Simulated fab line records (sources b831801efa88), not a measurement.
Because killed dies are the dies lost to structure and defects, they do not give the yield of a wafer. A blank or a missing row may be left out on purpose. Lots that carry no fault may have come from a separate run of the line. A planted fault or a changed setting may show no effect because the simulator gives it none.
fab line records    flow sky130
record lots=5  wafers=14  last_day=49
route steps=708 shown METAL2@504 VIA2@507 PAD_OPEN@708
lots untouched by any fault: they come from a run of this same line in which no faults occurred
start_h: start of the lot's first displayed wafer, in hours after the record's first day    wait_h: hours since the lot's step before    " unchanged from the row above    L1.1+2: several wafers, shown together as one row    - value missing, or start not given    * or withheld: withheld    < > ~ a bound
route shown NAME@n: names a module that has steps shown in the file, with the first one's number in the route    usual: average and standard deviation across the fault-free wafers    same: alike in all rows    chamber/n: place in a boat    sites: the reading at each site    _std_site: the values' standard deviation    _edge_site: the outer-site mean with the inner-site mean subtracted    radius_mm: how far each site lies from the wafer's centre    mask NAME#n: copy n    behind: tool/chamber where the wafer was last shaped    hold: why the lot was held/for how many hours/how that ended    device: transistor that didn't switch, given as n, p or np    end of line: tests of these same wafers at the route's end    where a step has no rows: the recipe by itself    killed: dies that structure and defects cost at the first sort, which is not the same as the wafer's yield    map: shows each die of a wafer: x if killed, . if not, _ if none is there
set.NAME: the setting that was run; set.NAME@STEP: the one run at that earlier step    model.NAME: the simulator's own value behind a step, which no gauge read
lots seen at some steps along the route; tables by step, rows by wafer
services: from which hour (start_h, from the record's first day; less than 0 if before it) a tool's chamber was out of use, for how many hours, and why
## steps
# step SKY_METAL2_STRIP_21
# recipe chemistry=post_etch_residue_remover  time_s=1200  temp_c=72.5
# step SKY_METAL2_CLEAN_22
# recipe chemistry=IPA  time_s=180  temp_c=25
# step SKY_METAL2_CLEAN_23
# recipe chemistry=O3/DIW  dry=n2_spin
# step SKY_VIA2_HDPCVD_00
# recipe material=SiO2  target_thk_nm=1180  sigma_open_frac=0.3  time_s=196.7  temp_c=400  sih4_flow_sccm=60  pressure_mtorr=6
# step SKY_VIA2_THK_MEAS_01
# recipe reads=SiO2_of_VIA2_HDPCVD_00
# usual VIA2_HDPCVD_THK=1175/14
lot.wafer  tool           chamber  start_h  wait_h  VIA2_HDPCVD_THK[nm]
L700.1     film_metro-01  -        866.23   0.1     1192
L700.2     "              -        "        "       1176
L700.3     "              -        "        "       1199
L701.2     film_metro-02  -        870.32   0.1     1188
L701.4     "              -        "        "       1175
L701.6     "              -        "        "       1178
L704.3     film_metro-02  -        888.82   0.1     1202
L704.5     "              -        "        "       1176
L704.6     "              -        "        "       1199
L706.3     film_metro-01  -        902.60   0.1     1172
L706.4     "              -        "        "       1182
L714.2     film_metro-01  -        955.96   0.1     1154
L714.3     "              -        "        "       1190
L714.4     "              -        "        "       1159
# step SKY_VIA2_CMP_02
# recipe material=SiO2  down_force_psi=4  platen_rpm=60  pad_velocity_m_s=0.94248
# usual motor_current_A=12.1/1.3
lot.wafer  tool    chamber  start_h  wait_h  motor_current_A
L700.2     cmp-02  0        866.29   0.0     10.6
L700.3     "       1        "        "       12.1
L700.1     "       2        "        "       14.1
L701.4     cmp-02  1        870.37   0.0     11.9
L701.2     "       0        "        "       10.2
L701.6     "       1        "        "       12.1
L704.3     cmp-01  2        888.96   0.1     11.0
L704.5     "       0        "        "       11.0
L704.6     "       1        "        "       14.1
L706.4     cmp-01  0        902.76   0.1     10.8
L706.3     "       1        "        "       14.7
L714.3     cmp-02  3        956.01   0.0     13.4
L714.2     "       1        "        "       11.4
L714.4     "       2        "        "       13.6
# step SKY_VIA2_BOW_MEAS_03
# recipe mode=bow
# usual VIA2_BOW=85/7.1
lot.wafer  tool           chamber  start_h  wait_h  VIA2_BOW[um]
L700.1     film_metro-04  -        866.59   0.1     85
L700.2     "              -        "        "       91
L700.3     "              -        "        "       82
L701.2     film_metro-04  -        870.69   0.1     81
L701.4     "              -        "        "       74
L701.6     "              -        "        "       89
L704.3     film_metro-04  -        889.20   0.2     80
L704.5     "              -        "        "       89
L704.6     "              -        "        "       93
L706.3     film_metro-01  -        903.05   0.2     95
L706.4     "              -        "        "       83
L714.2     film_metro-01  -        956.33   0.2     81
L714.3     "              -        "        "       86
L714.4     "              -        "        "       88
# step SKY_VIA2_DEHYDRATE_04
# recipe temp_c=200  time_s=60
# step SKY_VIA2_HMDS_05
# recipe prime_time_s=60  prime_temp_c=120
# step SKY_VIA2_COAT_06
# recipe resist=BARC  temp_c=withheld  time_s=withheld  spin_rpm=3000  resist_thk_nm=60
# step SKY_VIA2_COAT_07
# recipe resist=KrF-thick  spin_rpm=3000  resist_thk_nm=450
# step SKY_VIA2_SOFTBAKE_08
# recipe temp_c=100  time_s=90  resist=KrF-thick
# step SKY_VIA2_EXPOSE_09
# recipe mask_id=VIM2  na=0.8  source_shape=annular  sigma_inner=0.55  sigma_outer=0.85  target_cd_nm=200  dose_mj=38
# same sigma_inner=0.55
lot.wafer   tool            chamber  start_h  wait_h  mask
L700.1+2+3  krf_scanner-01  0        880.13   -       VIM2#0
L701.2+4+6  krf_scanner-02  0        883.55   -       VIM2#0
L704.3+5+6  krf_scanner-02  0        902.22   -       VIM2#0
L706.3+4    krf_scanner-01  0        914.79   -       VIM2#0
L714.2+3+4  krf_scanner-02  0        968.72   -       VIM2#0
# step SKY_VIA2_PEB_10
# recipe peb_temp_c=withheld  peb_time_s=withheld  resist=KrF-thick
# step SKY_VIA2_DEVELOP_11
# recipe develop_time_s=60  resist=KrF-thick  dev_temp_c=21
# step SKY_VIA2_CD_MEAS_12
# recipe target_cd_nm=200
# usual cd_nm=200.4/1.2
lot.wafer  tool       chamber  start_h  wait_h  cd_nm
L700.1     cd_sem-01  -        892.95   -       201.0
L700.2     "          -        "        "       200.8
L700.3     "          -        "        "       201.2
L701.2     cd_sem-02  -        896.68   -       200.3
L701.4     "          -        "        "       201.2
L701.6     "          -        "        "       200.3
L704.3     cd_sem-02  -        913.55   -       201.8
L704.5     "          -        "        "       200.8
L704.6     "          -        "        "       200.5
L706.3     cd_sem-02  -        927.25   -       200.0
L706.4     "          -        "        "       190.3
L714.2     cd_sem-02  -        980.77   -       201.5
L714.3     "          -        "        "       203.1
L714.4     "          -        "        "       200.8
# step SKY_VIA2_OVL_MEAS_13
# usual VIA2_OVL=1/5.8
lot.wafer  tool        chamber  start_h  wait_h  VIA2_OVL[nm]
L700.1     overlay-02  -        893.07   0.1     6
L700.2     "           -        "        "       -4
L700.3     "           -        "        "       5
L701.2     overlay-01  -        896.79   0.1     -3
L701.4     "           -        "        "       0
L701.6     "           -        "        "       -5
L704.3     overlay-01  -        913.64   0.1     -5
L704.5     "           -        "        "       -4
L704.6     "           -        "        "       5
L706.3     overlay-01  -        927.34   0.1     7
L706.4     "           -        "        "       -2
L714.2     overlay-01  -        980.88   0.1     -1
L714.3     "           -        "        "       -2
L714.4     "           -        "        "       -6
# step SKY_VIA2_ETCH_14
# recipe chemistry=N2/H2  target=BARC  ion_energy_ev=200  source_w=500  bias_w=100  pressure_mtorr=30  n2_flow_sccm=100  h2_flow_sccm=200  stop_on=SiO2  time_s=45.9  target_depth_a=600
# usual drypump_motor_current_A=5.7/0.42  h2_flow_sccm=199.9/0.62  oes_product_au=0.854/0.0047  throttle_valve_pct=13.224/0.0082
lot.wafer  tool         chamber  start_h  wait_h  drypump_motor_current_A  h2_flow_sccm  oes_product_au  rf_hours_counter_h  throttle_valve_pct  model.VIA2.cd_nm
L700.1     rie_diel-04  2        893.11   0.0     5.5                      199.7         0.851           14                  13.231              200.6
L700.2     "            3        "        "       5.3                      199.5         0.852           19                  13.217              200
L700.3     "            0        "        "       6.3                      200.4         0.862           13                  13.216              201.3
L701.2     rie_diel-02  0        896.82   0.0     5.2                      198.8         0.867           7                   13.223              200.2
L701.4     "            1        "        "       5.5                      198.3         0.855           15                  13.230              200.9
L701.6     "            1        "        "       5.5                      198.9         0.852           -                   13.232              200.5
L704.3     rie_diel-04  2        913.67   0.0     5.5                      200.3         0.851           14                  13.239              201.6
L704.5     "            3        "        "       5.3                      199.6         0.852           -                   13.218              199.9
L704.6     "            2        "        "       5.5                      200.3         0.851           -                   13.228              200.3
L706.3     rie_diel-01  0        927.37   0.0     5.3                      199.4         0.847           11                  13.231              198.8
L706.4     "            2        "        "       6.2                      200.3         0.846           2                   13.224              190.4
L714.2     rie_diel-01  0        980.91   0.0     5.2                      199.0         0.850           13                  13.221              200.8
L714.3     "            2        "        "       6.2                      199.9         0.851           4                   13.223              203.4
L714.4     "            1        "        "       5.8                      198.6         0.858           18                  13.226              200.8
# step SKY_VIA2_ETCH_15
# recipe target=SiO2  chemistry=C4F8/O2/Ar  target_depth_nm=546  stop_on=TiN  mask_material=KrF-thick  source_w=1500  bias_w=1200  pressure_mtorr=40  c4f8_flow_sccm=withheld  O2_flow_sccm=6  Ar_flow_sccm=300  time_s=84
# usual oes_product_au=0.940/0.0048
lot.wafer  tool         chamber  start_h  wait_h  oes_product_au  rf_hours_counter_h  model.VIA2.cd_nm
L700.1     rie_diel-04  2        893.15   0.0     0.947           14                  198.8
L700.2     "            3        "        "       0.930           20                  201.5
L700.3     "            0        "        "       0.940           13                  202.7
L701.2     rie_diel-02  0        896.86   0.0     0.943           7                   200.8
L701.4     "            1        "        "       0.939           15                  198.1
L701.6     "            1        "        "       0.942           -                   195.1
L704.3     rie_diel-04  2        913.71   0.0     0.941           14                  202.7
L704.5     "            3        "        "       0.937           -                   203.2
L704.6     "            2        "        "       0.940           -                   201.9
L706.3     rie_diel-01  0        927.41   0.0     0.943           11                  198
L706.4     "            2        "        "       0.944           2                   187.3
L714.2     rie_diel-01  0        980.95   0.0     0.941           13                  201.5
L714.3     "            2        "        "       0.943           4                   201.8
L714.4     "            1        "        "       0.937           18                  197.2
# step SKY_VIA2_STRIP_16
# recipe chemistry=O2/N2  power_w=1400  pressure_mtorr=1500  platen_temp_c=withheld  o2_flow_sccm=3000  n2_flow_sccm=300  overash_fraction=0.5
# usual drypump_motor_current_A=5.4/0.4  oes_product_au=0.399/0.0044  strip_time_to_endpoint_s=4.063/0.026
lot.wafer  tool             chamber  start_h  wait_h  drypump_motor_current_A  oes_product_au  rf_hours_counter_h  strip_time_to_endpoint_s
L700.1     plasma_asher-01  1        893.21   0.0     5.5                      0.397           45                  4.071
L700.2     "                0        "        "       5.2                      0.397           45                  4.116
L700.3     "                1        "        "       5.4                      0.395           -                   4.033
L701.2     plasma_asher-02  1        896.92   0.0     5.6                      0.398           108                 4.079
L701.4     "                1        "        "       5.6                      0.402           -                   4.058
L701.6     "                0        "        "       4.9                      0.393           -                   4.055
L704.3     plasma_asher-02  0        913.80   0.1     4.9                      0.399           -                   4.053
L704.5     "                1        "        "       5.6                      0.395           -                   4.101
L704.6     "                0        "        "       4.9                      0.397           -                   4.047
L706.3     plasma_asher-02  0        927.50   0.1     4.9                      0.399           -                   4.066
L706.4     "                1        "        "       5.6                      0.399           -                   4.096
L714.2     plasma_asher-01  1        981.01   0.0     5.5                      0.398           52                  4.043
L714.3     "                1        "        "       5.5                      0.396           -                   4.035
L714.4     "                0        "        "       5.2                      0.390           -                   4.037
# step SKY_PAD_OPEN_PROBE_99
# usual defect_limited_yield=82.6/1.9  killed_at_M0_to_M3=42/7.1  killed_at_M4_up=3.3/1.9  killed_at_contacts=24/5  killed_at_front_end=15/4.7  killed_at_other=0.3/0.61  killed_dies=86/9.6  killed_open=47/7.5  killed_short=38/6.6  sort_bin_3_pad_short=0.9/0.42  sort_bin_5_function=10.2/1.5  sort_bin_6_memory=6.3/1.1  sort_n_pass=406/9.6  sort_yield_pct=82.6/1.9
# same gross_dies=492  killed_at_back_side=0  sort_bin_4_leakage[%]=0  sort_bin_8_speed[%]=0
lot.wafer  tool       chamber  start_h  wait_h  defect_limited_yield[%]  killed_at_M0_to_M3  killed_at_M4_up  killed_at_contacts  killed_at_front_end  killed_at_other  killed_dies  killed_open  killed_short  sort_bin_3_pad_short[%]  sort_bin_5_function[%]  sort_bin_6_memory[%]  sort_n_pass  sort_yield_pct[%]  model.etest.via2_chain.rc_ohm
L700.1     prober-02  -        1110.63  0.1     80.9                     54                  3                19                  18                   0                94           46           48            1.4                      12.6                    5.1                   398          80.9               10.35
L700.2     prober-02  -        1110.68  0.1     84.3                     34                  3                26                  14                   0                77           53           24            0.6                      9.6                     5.5                   415          84.3               9.385
L700.3     prober-02  -        1110.73  0.2     84.6                     32                  6                27                  11                   0                76           39           37            1.6                      8.9                     4.9                   416          84.6               9.616
L701.2     prober-01  -        1115.09  0.1     84.1                     50                  4                16                  8                    0                78           50           28            0.8                      10.6                    4.5                   414          84.1               10.33
L701.4     prober-01  -        1115.19  0.2     80.5                     61                  2                19                  13                   1                96           56           40            0.6                      11.6                    7.3                   396          80.5               10.21
L701.6     prober-01  -        1115.29  0.2     82.3                     41                  3                33                  10                   0                87           46           41            1.0                      9.6                     7.1                   405          82.3               10.45
L704.3     prober-02  -        1127.56  0.2     80.7                     47                  6                23                  19                   0                95           50           45            1.0                      10.6                    7.7                   397          80.7               9.813
L704.5     prober-02  -        1127.66  0.2     81.5                     42                  4                32                  13                   0                91           50           41            0.4                      11.4                    6.7                   401          81.5               9.847
L704.6     prober-02  -        1127.71  0.2     80.9                     55                  5                20                  14                   0                94           48           46            0.6                      10.4                    8.1                   398          80.9               10.05
L706.3     prober-02  -        1141.13  0.2     81.5                     44                  3                30                  14                   0                91           53           38            1.0                      10.6                    6.9                   401          81.5               9.834
L706.4     prober-02  -        1141.18  0.2     82.7                     35                  4                36                  10                   0                85           46           39            0.8                      9.1                     7.3                   407          82.7               11.69
L714.2     prober-02  -        1179.30  0.1     81.7                     43                  3                21                  23                   0                90           51           39            0.8                      10.6                    6.9                   402          81.7               9.53
L714.3     prober-02  -        1179.35  0.2     78.9                     60                  3                27                  14                   0                104          69           35            0.6                      13.2                    7.3                   388          78.9               9.309
L714.4     prober-02  -        1179.40  0.2     79.9                     39                  0                35                  24                   1                99           55           44            1.2                      12.4                    6.5                   393          79.9               10.12
# killed by level:class
L700.1 CONTACT:geometric_particle:open=11 METAL1:geometric_particle:short=10 VIA1:geometric_particle:short=9 VIA2:geometric_particle:short=6 VIA1:geometric_particle:open=6 VIA2:geometric_particle:open=6 LI_CONTACT:geometric_particle:open=5 METAL2:geometric_particle:short=5
L700.2 LI_CONTACT:geometric_particle:open=9 VIA1:geometric_particle:open=9 CONTACT:geometric_particle:open=8 POLY_GATE:geometric_particle:open=4 LOCAL_INTERCONNECT:geometric_particle:short=4 METAL2:geometric_particle:open=4 VIA2:geometric_particle:short=4 VIA2:geometric_particle:open=4
L700.3 CONTACT:geometric_particle:open=13 METAL1:geometric_particle:short=7 VIA1:geometric_particle:open=7 CONTACT:geometric_particle:short=6 POLY_GATE:geometric_particle:open=4 VIA1:geometric_particle:short=4 FIELD_ISO:geometric_particle:open=3 FIELD_ISO:geometric_particle:short=3
L701.2 VIA2:geometric_particle:open=10 VIA1:geometric_particle:open=10 CONTACT:geometric_particle:open=8 VIA3:geometric_particle:open=8 VIA2:geometric_particle:short=5 METAL1:geometric_particle:short=4 METAL3:geometric_particle:short=4 LI_CONTACT:geometric_particle:open=3
L701.4 VIA1:geometric_particle:open=15 VIA2:geometric_particle:open=10 CONTACT:geometric_particle:open=9 VIA3:geometric_particle:open=9 METAL2:geometric_particle:short=6 METAL1:geometric_particle:short=5 VIA1:geometric_particle:short=5 LOCAL_INTERCONNECT:geometric_particle:short=4
L701.6 CONTACT:geometric_particle:open=14 VIA1:geometric_particle:open=9 VIA2:geometric_particle:open=7 METAL3:geometric_particle:short=7 LI_CONTACT:geometric_particle:open=6 CONTACT:geometric_particle:short=6 LOCAL_INTERCONNECT:geometric_particle:short=4 METAL1:geometric_particle:open=4
L704.3 VIA1:geometric_particle:open=9 CONTACT:geometric_particle:open=8 FIELD_ISO:geometric_particle:open=7 METAL1:geometric_particle:short=7 VIA2:geometric_particle:short=6 VIA3:geometric_particle:open=5 CONTACT:geometric_particle:short=5 VIA1:geometric_particle:short=5
L704.5 CONTACT:geometric_particle:open=11 VIA1:geometric_particle:open=11 LI_CONTACT:geometric_particle:open=9 METAL1:geometric_particle:short=6 VIA3:geometric_particle:open=5 LI_CONTACT:geometric_particle:short=5 FIELD_ISO:geometric_particle:short=4 POLY_GATE:geometric_particle:short=4
L704.6 VIA1:geometric_particle:open=14 METAL1:geometric_particle:short=12 CONTACT:geometric_particle:open=9 POLY_GATE:geometric_particle:open=6 LOCAL_INTERCONNECT:geometric_particle:short=6 VIA3:geometric_particle:open=6 VIA1:geometric_particle:short=5 POLY_GATE:geometric_particle:short=4
L706.3 CONTACT:geometric_particle:open=12 VIA1:geometric_particle:open=12 LI_CONTACT:geometric_particle:open=8 METAL1:geometric_particle:short=8 FIELD_ISO:geometric_particle:open=7 VIA2:geometric_particle:open=6 CONTACT:geometric_particle:short=5 VIA1:geometric_particle:short=5
L706.4 CONTACT:geometric_particle:open=14 LI_CONTACT:geometric_particle:open=8 CONTACT:geometric_particle:short=7 VIA1:geometric_particle:open=7 METAL2:geometric_particle:short=6 VIA2:geometric_particle:open=6 LI_CONTACT:geometric_particle:short=5 METAL1:geometric_particle:short=4
L714.2 VIA1:geometric_particle:open=10 VIA3:geometric_particle:open=10 CONTACT:geometric_particle:open=8 FIELD_ISO:geometric_particle:open=7 POLY_GATE:geometric_particle:open=5 POLY_GATE:geometric_particle:short=5 METAL2:geometric_particle:short=5 VIA1:geometric_particle:short=5
L714.3 VIA1:geometric_particle:open=16 CONTACT:geometric_particle:open=11 LI_CONTACT:geometric_particle:open=9 VIA3:geometric_particle:open=9 VIA2:geometric_particle:open=7 METAL2:geometric_particle:short=6 FIELD_ISO:geometric_particle:open=4 LI_CONTACT:geometric_particle:short=4
L714.4 LI_CONTACT:geometric_particle:open=11 CONTACT:geometric_particle:open=9 METAL2:geometric_particle:short=9 VIA1:geometric_particle:open=7 CONTACT:geometric_particle:short=6 POLY_GATE:geometric_particle:open=5 LI_CONTACT:geometric_particle:short=5 METAL1:geometric_particle:short=5
## services
tool             chamber  start_h  hours  kind
krf_scanner-01   -        850.03   4.0    repair
krf_scanner-02   -        858.23   1.0    repair
cmp-01           -        864.45   6.7    pm
krf_scanner-02   -        878.65   0.8    pm
krf_scanner-02   -        888.40   3.6    pm
cmp-02           -        896.10   2.9    repair
plasma_asher-01  -        901.72   17.5   repair
krf_scanner-02   -        904.27   1.3    pm
cmp-01           -        905.01   0.5    repair
rie_diel-04      -        905.36   1.4    repair
rie_diel-02      0        907.76   5.6    repair
krf_scanner-01   -        910.74   1.3    pm
cmp-02           -        912.23   4.0    pm
cmp-02           -        913.34   1.3    repair
rie_diel-02      -        915.07   0.7    repair
krf_scanner-01   -        935.50   3.6    pm
rie_diel-04      1        946.62   46.5   repair
krf_scanner-02   -        956.94   1.1    repair
plasma_asher-02  -        959.31   0.7    repair
plasma_asher-02  -        965.14   0.4    repair
plasma_asher-01  -        966.48   3.2    repair
plasma_asher-02  -        974.33   7.7    pm
krf_scanner-01   -        975.55   0.8    pm
krf_scanner-01   -        978.73   1.0    pm
## key
first_sign step=SKY_VIA2_CD_MEAS_12  reading=cd_nm  direction=down  sigmas=8.5  usual=200.4  struck=190.3
effect none on later readings
model_effect step=SKY_VIA2_ETCH_14  value=VIA2.cd_nm  without=200.5  struck=190.4
model_effect step=SKY_VIA2_ETCH_15  value=VIA2.cd_nm  without=197.3  struck=187.3
model_effect step=SKY_PAD_OPEN_PROBE_99  value=etest.via2_chain.rc_ohm  without=10.57  struck=11.69
met_at SKY_VIA2_EXPOSE_09
struck_wafers L706.4
onset_between 880.13 914.79
fault kind=process_parameter_drift  tool=krf_scanner-01  chamber=-  onset_h=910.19  steps=SKY_VIA2_EXPOSE_09  channel=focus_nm  offset=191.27  shape=step  end_h=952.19  scope=struck_wafers_only
